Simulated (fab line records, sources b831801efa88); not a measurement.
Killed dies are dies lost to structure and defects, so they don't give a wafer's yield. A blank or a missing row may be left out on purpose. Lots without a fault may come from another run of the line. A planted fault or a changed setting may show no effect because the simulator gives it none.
fab line records | flow sky130
record lots=14 wafers=42 last_day=50
route steps=708 shown METAL3@564 VIA3@576 METAL4@598
lots that met no fault: from a run of the same line without faults
start_h: hours from the record's first day to the start of the lot's first wafer shown | wait_h: hours since the lot's step before | " the same as in the row above | L1.1+2: a row that stands for several wafers | - no value, or no start given | * or withheld: withheld | < > ~ a bound
route shown NAME@n: a module of which the file shows steps, and the number in the route of the first | usual: mean/standard deviation of fault-free wafers | same: alike in all rows | chamber/n: place in a boat | sites: the reading at each site | _std_site: their standard deviation | _edge_site: outer sites' mean less inner sites' | radius_mm: how far each site lies from the wafer's centre | mask NAME#n: copy n | behind: the tool/chamber that last shaped the wafer | hold: why the lot was held/for how many hours/how that ended | device: the transistor (n, p or np) that didn't switch | end of line: the same wafers' tests at the end of the route | a step without rows: its recipe alone | killed: dies lost to structure and defects at the first sort, not the wafer's yield | map: a wafer's dies, x killed, . not, _ none there
set.NAME: the setting as run; set.NAME@STEP: as run at that earlier step | model.NAME: the simulator's own value behind a step, which no gauge read
steps of the route over a sample of lots; a table a step, a row a wafer
services: from which hour (start_h, from the record's first day; less than 0 if before it) a tool's chamber was out of use, for how many hours, and why
## steps
# step SKY_METAL3_OVL_MEAS_14
# usual METAL3_OVL=1/6.2
# columns lot.wafer tool chamber start_h wait_h METAL3_OVL[nm]
L898.2 overlay-02 - 900.08 0.1 7
L898.4 " - " " 7
L898.5 " - " " 12
L899.1 overlay-02 - 914.55 0.1 -6
L899.4 " - " " 1
L899.6 " - " " 0
L900.3 overlay-01 - 919.71 0.1 4
L900.4 " - " " 5
L900.5 " - " " 2
L901.1 overlay-01 - 930.77 0.1 -8
L901.4 " - " " -8
L901.5 " - " " -5
L903.2 overlay-01 - 953.36 0.1 -9
L903.4 " - " " -6
L903.6 " - " " -2
L904.1 overlay-02 - 959.30 0.1 1
L904.5 " - " " -1
L904.6 " - " " 1
L906.1 overlay-02 - 968.85 0.1 14
L906.3 " - " " 15
L906.5 " - " " 13
L909.2 overlay-01 - 989.41 0.1 -4
L909.3 " - " " 4
L909.6 " - " " 1
L912.2 overlay-01 - 1007.53 0.1 3
L912.4 " - " " 1
L912.5 " - " " 2
L916.1 overlay-01 - 1034.42 0.1 -1
L916.2 " - " " 3
L916.3 " - " " -6
L918.1 overlay-02 - 1044.82 0.1 8
L918.4 " - " " -1
L918.6 " - " " 0
L919.2 overlay-02 - 1052.84 0.1 15
L919.3 " - " " 3
L919.6 " - " " 9
L920.1 overlay-02 - 1054.97 0.1 3
L920.2 " - " " 4
L920.3 " - " " 2
L921.4 overlay-01 - 1059.90 0.1 -1
L921.5 " - " " -1
L921.6 " - " " 5
# step SKY_VIA3_BOW_MEAS_03
# recipe mode=bow
# usual VIA3_BOW=79/7.4
# columns lot.wafer tool chamber start_h wait_h VIA3_BOW[um]
L898.2 film_metro-01 - 901.75 0.3 66
L898.4 " - " " 61
L898.5 " - " " 64
L899.1 film_metro-01 - 916.60 0.2 80
L899.4 " - " " 90
L899.6 " - " " 91
L900.3 film_metro-03 - 921.23 0.2 79
L900.4 " - " " 86
L900.5 " - " " 69
L901.1 film_metro-01 - 932.29 0.2 87
L901.4 " - " " 81
L901.5 " - " " 80
L903.2 film_metro-04 - 954.98 0.1 79
L903.4 " - " " 92
L903.6 " - " " 85
L904.1 film_metro-04 - 960.78 0.2 77
L904.5 " - " " 69
L904.6 " - " " 96
L906.1 film_metro-04 - 970.37 0.1 82
L906.3 " - " " 97
L906.5 " - " " 77
L909.2 film_metro-01 - 990.94 0.2 72
L909.3 " - " " 86
L909.6 " - " " 77
L912.2 film_metro-03 - 1009.06 0.2 92
L912.4 " - " " 74
L912.5 " - " " 83
L916.1 film_metro-04 - 1036.05 0.2 72
L916.2 " - " " 73
L916.3 " - " " 76
L918.1 film_metro-03 - 1046.39 0.2 82
L918.4 " - " " 68
L918.6 " - " " 72
L919.2 film_metro-01 - 1054.33 0.2 74
L919.3 " - " " 75
L919.6 " - " " 83
L920.1 film_metro-03 - 1056.46 0.2 73
L920.2 " - " " 76
L920.3 " - " " 89
L921.4 film_metro-03 - 1061.42 0.3 79
L921.5 " - " " 83
L921.6 " - " " 72
# step SKY_VIA3_ETCH_14
# recipe chemistry=N2/H2 target=BARC ion_energy_ev=200 source_w=500 bias_w=100 pressure_mtorr=30 n2_flow_sccm=100 h2_flow_sccm=200 stop_on=SiO2 time_s=45.9 target_depth_a=600
# usual chamber_pressure_mTorr=30.001/0.026 drypump_motor_current_A=6.0/0.49 oes_product_au=0.856/0.0046 run_length_s=74.2/0.55 throttle_valve_pct=13.225/0.0088
# columns lot.wafer tool chamber start_h wait_h chamber_pressure_mTorr drypump_motor_current_A oes_product_au rf_hours_counter_h run_length_s throttle_valve_pct
L898.2 rie_diel-03 1 927.39 0.0 30.010 4.9 0.854 26 74.2 13.210
L898.4 " 0 " " 29.998 5.9 0.860 19 74.1 13.222
L898.5 " 3 " " 29.994 6.2 0.860 - 74.8 13.212
L899.1 rie_diel-02 1 941.54 0.0 29.989 5.6 0.855 11 73.9 13.224
L899.4 " 3 " " 30.009 6.0 0.857 12 73.9 13.236
L899.6 " 1 " " 30.001 5.6 0.864 - 73.9 13.223
L900.3 rie_diel-04 2 945.86 0.0 30.028 5.8 0.852 9 73.5 13.215
L900.4 " 0 " " 29.977 6.4 0.856 3 74.9 13.218
L900.5 " 1 " " 30.050 6.6 0.862 - 75.1 13.225
L901.1 rie_diel-04 0 957.59 0.0 30.019 6.3 0.857 3 74.7 13.223
L901.4 " 2 " " 29.991 5.8 0.854 10 73.6 13.233
L901.5 " 3 " " 29.980 5.2 0.856 - 73.9 13.230
L903.2 rie_diel-02 1 979.41 0.0 29.999 5.6 0.856 12 74.3 13.227
L903.4 " 3 " " 29.983 6.0 0.861 13 74.1 13.213
L903.6 " 3 " " 29.978 6.0 0.857 - 73.9 13.236
L904.1 rie_diel-03 1 985.24 0.0 30.012 4.9 0.860 27 74.2 13.218
L904.5 " 3 " " 29.983 6.1 0.852 - 74.2 13.224
L904.6 " 2 " " 30.057 6.6 0.853 - 74.6 13.241
L906.1 rie_diel-04 1 994.69 0.0 29.983 6.6 0.858 12 75.4 13.226
L906.3 " 3 " " 30.019 5.3 0.857 10 74.0 13.230
L906.5 " 3 " " 29.994 5.2 0.855 - 74.0 13.233
L909.2 rie_diel-03 2 1015.29 0.0 30.051 6.7 0.997 15 51.5 13.209
L909.3 " 0 " " 30.031 5.9 0.854 22 73.6 13.229
L909.6 " 1 " " 29.937 5.0 0.851 - 74.2 13.227
L912.2 rie_diel-03 3 1032.66 0.0 30.004 6.1 0.857 8 74.1 13.231
L912.4 " 2 " " 30.041 6.7 0.982 - 51.2 13.234
L912.5 " 3 " " 29.948 6.2 0.855 - 74.1 13.207
L916.1 rie_diel-04 3 1058.26 0.0 29.996 5.3 0.851 13 74.0 13.226
L916.2 " 2 " " 30.019 5.8 0.853 12 73.3 13.238
L916.3 " 0 " " 30.016 6.3 0.856 7 74.6 13.222
L918.1 rie_diel-04 2 1068.26 0.0 30.026 5.8 0.851 13 73.2 13.218
L918.4 " 1 " " 29.983 6.6 0.857 14 75.1 13.220
L918.6 " 3 " " 29.995 5.2 0.854 - 74.2 13.226
L919.2 rie_diel-02 1 1075.56 0.0 30.037 5.6 0.858 15 74.3 13.212
L919.3 " 3 " " 30.066 6.0 0.855 17 73.7 13.234
L919.6 " 1 " " 29.993 5.6 0.858 - 74.1 13.214
L920.1 rie_diel-02 1 1078.04 0.0 29.995 5.6 0.861 15 74.3 13.223
L920.2 " 3 " " 29.979 6.0 0.860 17 73.9 13.215
L920.3 " 0 " " 30.040 5.9 0.860 15 74.0 13.222
L921.4 rie_diel-02 0 1082.79 0.0 30.002 5.9 0.849 16 73.4 13.214
L921.5 " 1 " " 30.009 5.6 0.853 - 73.8 13.224
L921.6 " 2 " " 29.999 5.5 0.855 - 74.0 13.219
# step SKY_VIA3_ETCH_15
# recipe target=SiO2 chemistry=C4F8/O2/Ar target_depth_nm=507 stop_on=TiN mask_material=KrF-thick source_w=1500 bias_w=1200 pressure_mtorr=40 c4f8_flow_sccm=withheld O2_flow_sccm=6 Ar_flow_sccm=300 time_s=78
# usual chamber_pressure_mTorr=40.00/0.041 oes_product_au=0.946/0.0044 run_length_s=106.3/0.53
# same time_s=78
# columns lot.wafer tool chamber start_h wait_h chamber_pressure_mTorr oes_product_au rf_hours_counter_h run_length_s
L898.2 rie_diel-03 1 927.43 0.0 40.02 0.944 26 106.5
L898.4 " 0 " " 39.97 0.945 19 106.3
L898.5 " 3 " " 39.99 0.942 - 106.6
L899.1 rie_diel-02 1 941.58 0.0 39.98 0.949 11 106.3
L899.4 " 3 " " 39.93 0.942 12 106.3
L899.6 " 1 " " 40.02 0.946 - 105.9
L900.3 rie_diel-04 2 945.91 0.0 40.03 0.953 9 105.7
L900.4 " 0 " " 40.03 0.949 3 106.9
L900.5 " 1 " " 39.95 0.948 - 106.8
L901.1 rie_diel-04 0 957.63 0.0 39.97 0.947 3 107.5
L901.4 " 2 " " 40.06 0.948 10 106.3
L901.5 " 3 " " 40.01 0.942 - 106.0
L903.2 rie_diel-02 1 979.45 0.0 39.99 0.948 12 106.1
L903.4 " 3 " " 40.05 0.948 13 106.8
L903.6 " 3 " " 39.96 0.945 - 106.3
L904.1 rie_diel-03 1 985.28 0.0 40.06 0.951 27 106.1
L904.5 " 3 " " 40.04 0.947 - 106.4
L904.6 " 2 " " 40.07 0.940 - 106.7
L906.1 rie_diel-04 1 994.73 0.0 39.93 0.947 12 106.7
L906.3 " 3 " " 39.96 0.944 10 106.4
L906.5 " 3 " " 39.99 0.957 - 106.0
L909.2 rie_diel-03 2 1015.33 0.0 40.04 0.377 15 106.6
L909.3 " 0 " " 39.98 0.948 22 105.6
L909.6 " 1 " " 40.00 0.939 - 106.7
L912.2 rie_diel-03 3 1032.71 0.0 39.97 0.950 8 106.7
L912.4 " 2 " " 40.12 0.373 - 106.9
L912.5 " 3 " " 40.00 0.950 - 106.1
L916.1 rie_diel-04 3 1058.30 0.0 39.97 0.945 13 106.1
L916.2 " 2 " " 39.98 0.944 12 105.6
L916.3 " 0 " " 39.95 0.941 7 106.8
L918.1 rie_diel-04 2 1068.31 0.0 39.95 0.936 13 105.8
L918.4 " 1 " " 40.02 0.944 14 107.0
L918.6 " 3 " " 40.00 0.950 - 106.0
L919.2 rie_diel-02 1 1075.60 0.0 40.02 0.946 15 106.3
L919.3 " 3 " " 40.02 0.949 17 106.0
L919.6 " 1 " " 40.00 0.944 - 106.0
L920.1 rie_diel-02 1 1078.08 0.0 40.05 0.953 15 106.1
L920.2 " 3 " " 40.01 0.943 17 106.1
L920.3 " 0 " " 40.01 0.949 15 105.4
L921.4 rie_diel-02 0 1082.83 0.0 39.98 0.939 16 105.4
L921.5 " 1 " " 39.87 0.946 - 106.1
L921.6 " 2 " " 39.97 0.947 - 106.3
# step SKY_VIA3_STRIP_16
# recipe chemistry=O2/N2 power_w=1400 pressure_mtorr=1500 platen_temp_c=withheld o2_flow_sccm=3000 n2_flow_sccm=300 overash_fraction=0.5
# usual chamber_pressure_mTorr=1500.1/1.4 drypump_motor_current_A=5.7/0.39 oes_product_au=0.403/0.0051 strip_time_to_endpoint_s=4.143/0.027
# columns lot.wafer tool chamber start_h wait_h chamber_pressure_mTorr drypump_motor_current_A oes_product_au rf_hours_counter_h strip_time_to_endpoint_s
L898.2 plasma_asher-02 1 927.49 0.0 1501.4 5.5 0.399 76 4.116
L898.4 " 1 " " 1499.6 5.5 0.396 - 4.139
L898.5 " 0 " " 1498.6 5.5 0.401 - 4.165
L899.1 plasma_asher-02 0 941.64 0.0 1500.9 5.5 0.404 77 4.135
L899.4 " 1 " " 1499.3 5.4 0.407 - 4.164
L899.6 " 1 " " 1499.8 5.4 0.394 - 4.161
L900.3 plasma_asher-01 0 946.00 0.1 1500.8 6.3 0.411 - 4.143
L900.4 " 1 " " 1499.9 5.6 0.399 - 4.178
L900.5 " 1 " " 1501.9 5.6 0.399 - 4.179
L901.1 plasma_asher-01 0 957.69 0.0 1501.4 6.4 0.403 113 4.113
L901.4 " 0 " " 1499.3 6.4 0.407 - 4.076
L901.5 " 0 " " 1498.5 6.4 0.398 - 4.077
L903.2 plasma_asher-01 1 979.51 0.0 1500.4 5.5 0.400 116 4.131
L903.4 " 1 " " 1501.8 5.6 0.410 - 4.134
L903.6 " 0 " " 1502.2 6.4 0.408 - 4.126
L904.1 plasma_asher-03 1 985.34 0.0 1499.2 6.0 0.402 23 4.144
L904.5 " 0 " " 1501.1 5.1 0.402 - 4.204
L904.6 " 1 " " 1501.8 6.0 0.401 - 4.149
L906.1 plasma_asher-02 1 994.79 0.0 1501.6 5.4 0.404 83 4.157
L906.3 " 0 " " 1500.0 5.6 0.403 - 4.162
L906.5 " 0 " " 1499.5 5.6 0.399 - 4.132
L909.2 plasma_asher-02 1 1015.39 0.0 1501.0 5.5 0.408 85 4.329
L909.3 " 1 " " 1500.9 5.4 0.398 - 4.123
L909.6 " 1 " " 1500.9 5.5 0.406 - 4.112
L912.2 plasma_asher-02 0 1032.77 0.0 1500.4 5.6 0.399 87 4.156
L912.4 " 1 " " 1501.2 5.5 0.413 - 4.398
L912.5 " 0 " " 1500.9 5.6 0.405 - 4.170
L916.1 plasma_asher-02 0 1058.36 0.0 1499.0 5.6 0.397 89 4.124
L916.2 " 1 " " 1499.6 5.5 0.398 89 4.117
L916.3 " 1 " " 1499.5 5.4 0.400 - 4.180
L918.1 plasma_asher-03 1 1068.37 0.0 1500.9 6.0 0.408 31 4.137
L918.4 " 0 " " 1497.8 5.1 0.406 - 4.167
L918.6 " 0 " " 1500.2 5.1 0.394 - 4.131
L919.2 plasma_asher-01 0 1075.66 0.0 1502.0 6.4 0.402 0 4.138
L919.3 " 1 " " 1501.0 5.6 0.414 - 4.158
L919.6 " 0 " " 1499.2 6.4 0.407 - 4.133
L920.1 plasma_asher-03 0 1078.14 0.0 1501.3 5.1 0.400 33 4.187
L920.2 " 1 " " 1499.4 6.0 0.404 33 4.181
L920.3 " 1 " " 1500.0 6.0 0.398 - 4.180
L921.4 plasma_asher-01 1 1082.92 0.1 1503.5 5.6 0.396 - 4.173
L921.5 " 1 " " 1498.0 5.6 0.403 - 4.182
L921.6 " 0 " " 1502.2 6.4 0.394 - 4.141
# step SKY_METAL4_SPUTTER_00
# recipe material=Ti target_thk_nm=15 power_w=3000 time_s=10 chamber_pressure_pa=0.4
# usual throttle_valve_pct=29.8/1.1
# same time_s=10
# columns lot.wafer tool chamber start_h wait_h throttle_valve_pct
L898.2 pvd_sputter-04 - 929.04 0.1 29.8
L898.4 " - " " 31.6
L898.5 " - " " 31.8
L899.1 pvd_sputter-03 - 942.89 0.1 29.2
L899.4 " - " " 28.4
L899.6 " - " " 29.0
L900.3 pvd_sputter-02 - 947.22 0.2 30.5
L900.4 " - " " 28.7
L900.5 " - " " 30.3
L901.1 pvd_sputter-02 - 958.94 0.1 30.2
L901.4 " - " " 28.9
L901.5 " - " " 29.0
L903.2 pvd_sputter-04 - 980.89 0.2 29.7
L903.4 " - " " 29.6
L903.6 " - " " 31.9
L904.1 pvd_sputter-03 - 986.59 0.1 29.2
L904.5 " - " " 31.9
L904.6 " - " " 29.0
L906.1 pvd_sputter-02 - 996.04 0.1 29.7
L906.3 " - " " 29.1
L906.5 " - " " 28.8
L909.3 pvd_sputter-03 - 1016.66 0.2 29.0
L909.6 " - " " 28.3
L912.2 pvd_sputter-04 - 1034.03 0.1 29.9
L912.5 " - " " 29.9
L916.1 pvd_sputter-04 - 1059.62 0.1 29.8
L916.2 " - " " 29.7
L916.3 " - " " 29.9
L918.1 pvd_sputter-04 - 1069.65 0.2 29.7
L918.4 " - " " 30.0
L918.6 " - " " 29.7
L919.2 pvd_sputter-03 - 1076.97 0.1 29.3
L919.3 " - " " 28.9
L919.6 " - " " 32.0
L920.1 pvd_sputter-02 - 1079.44 0.1 28.7
L920.2 " - " " 30.2
L920.3 " - " " 29.1
L921.4 pvd_sputter-03 - 1084.23 0.2 28.4
L921.5 " - " " 29.3
L921.6 " - " " 29.1
## services
# columns tool chamber start_h hours kind
rie_diel-04 3 928.11 5.2 repair
plasma_asher-03 - 933.84 14.6 pm
rie_diel-03 3 965.62 7.4 repair
rie_diel-04 2 982.73 30.4 repair
plasma_asher-03 - 985.53 1.4 repair
pvd_sputter-02 2 987.37 - consumable_replace:kit
pvd_sputter-02 2 987.37 18.0 scheduled_down
pvd_sputter-02 2 987.37 18.0 vent_cycle
rie_diel-03 1 1028.45 - clean
rie_diel-03 1 1028.45 30.6 scheduled_down
rie_diel-03 1 1028.45 30.6 vent_cycle
pvd_sputter-04 - 1029.03 4.7 repair
rie_diel-02 2 1034.64 16.3 repair
plasma_asher-01 - 1048.28 14.6 pm
plasma_asher-01 - 1062.88 9.0 pm
plasma_asher-01 0 1062.88 9.0 vent_cycle
plasma_asher-01 1 1062.88 9.0 vent_cycle
plasma_asher-01 - 1068.35 0.5 repair
plasma_asher-01 0 1071.88 - clean
plasma_asher-01 1 1071.88 - clean
plasma_asher-03 - 1081.44 9.2 repair
rie_diel-04 - 1082.20 2.8 pm
## key
first_sign step=SKY_VIA3_ETCH_14 reading=run_length_s direction=down sigmas=42 usual=* struck=*
effect step=SKY_VIA3_ETCH_14 reading=oes_product_au direction=up sigmas=29 usual=0.856 struck=0.990
effect step=SKY_VIA3_ETCH_15 reading=oes_product_au direction=down sigmas=99+ usual=0.946 struck=0.375
effect step=SKY_VIA3_STRIP_16 reading=strip_time_to_endpoint_s direction=up sigmas=8.1 usual=* struck=*
effect step=SKY_METAL4_SPUTTER_00 reading=visit direction=missing
met_at SKY_VIA3_ETCH_14
struck_lots L909,L912
struck_wafers L909.2,L912.4
later_rows_left_out L909.2,L912.4
sort_left_out L909.2,L912.4
not_acting_at SKY_METAL3_OVL_MEAS_14,SKY_VIA3_BOW_MEAS_03
onset_between 985.24 1015.29
fault kind=process_parameter_drift tool=rie_diel-03 chamber=2 onset_h=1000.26 steps=SKY_VIA3_ETCH_14 channel=time_s offset=* shape=step end_h=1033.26 acts_in=* stated=*
# sort_left_out: the simulated sort isn't trusted on such a fault, so these wafers' sort isn't shown, and their yield isn't known
# later_rows_left_out: the simulator's readings of these wafers behind a module that went badly wrong aren't trusted and aren't shown, but for the sort
